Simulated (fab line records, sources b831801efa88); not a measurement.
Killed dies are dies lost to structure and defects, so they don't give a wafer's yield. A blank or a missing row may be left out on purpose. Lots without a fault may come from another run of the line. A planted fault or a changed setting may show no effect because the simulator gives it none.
Chamber matching | flow gf180mcu | GF_POLY_GATE_ETCH_13 on rie_si-02: 4 sister chambers
The step etches poly-Si in HBr/Cl2, stops on SiO2, target depth 198.5 nm, time 69.6 s. 4 wafers are shown with their chamber, then 7 later ones without.

WAFERS WITH THEIR CHAMBER
wafer  | chamber | drypump_motor_current_A (A)
L958.6 | 3       | 5.3
L959.2 | 0       | 6.3
L960.3 | 1       | 6.3
L960.4 | 2       | 6.5

WAFERS WITHOUT THEIR CHAMBER
wafer  | drypump_motor_current_A (A)
L960.6 | 6.4
L961.1 | 6.4
L961.5 | 6.3
L961.6 | 6.4
L973.2 | 5.3
L973.5 | 6.3
L973.6 | 6.4

WHICH CHAMBER EACH WENT THROUGH
wafer  | from the rows above          | in truth
L960.6 | can't be placed: 2 or 0 or 1 | 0
L961.1 | can't be placed: 2 or 0 or 1 | 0
L961.5 | can't be placed: 0 or 1      | 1
L961.6 | can't be placed: 2 or 0 or 1 | 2
L973.2 | 3                            | 3
L973.5 | can't be placed: 0 or 1      | 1
L973.6 | can't be placed: 2 or 0 or 1 | 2
Placed correctly: 1 of 7. Can't be placed from these rows: 6 (the true chamber is among the candidates in 6). Placed wrongly: 0.
How it was worked out, from the rows above alone: a wafer's distance from a chamber is the root of the sum, over the readings, of the square of ((its reading less the chamber's mean) divided by the reading's scatter). The wafer belongs to the nearest chamber; if the next one is less than 2 further off, it can't be placed. A chamber's mean is the mean of its shown wafers. The scatter: with one shown wafer a chamber, the root of the mean of the squares of how far each hidden wafer lies from its nearest shown one.
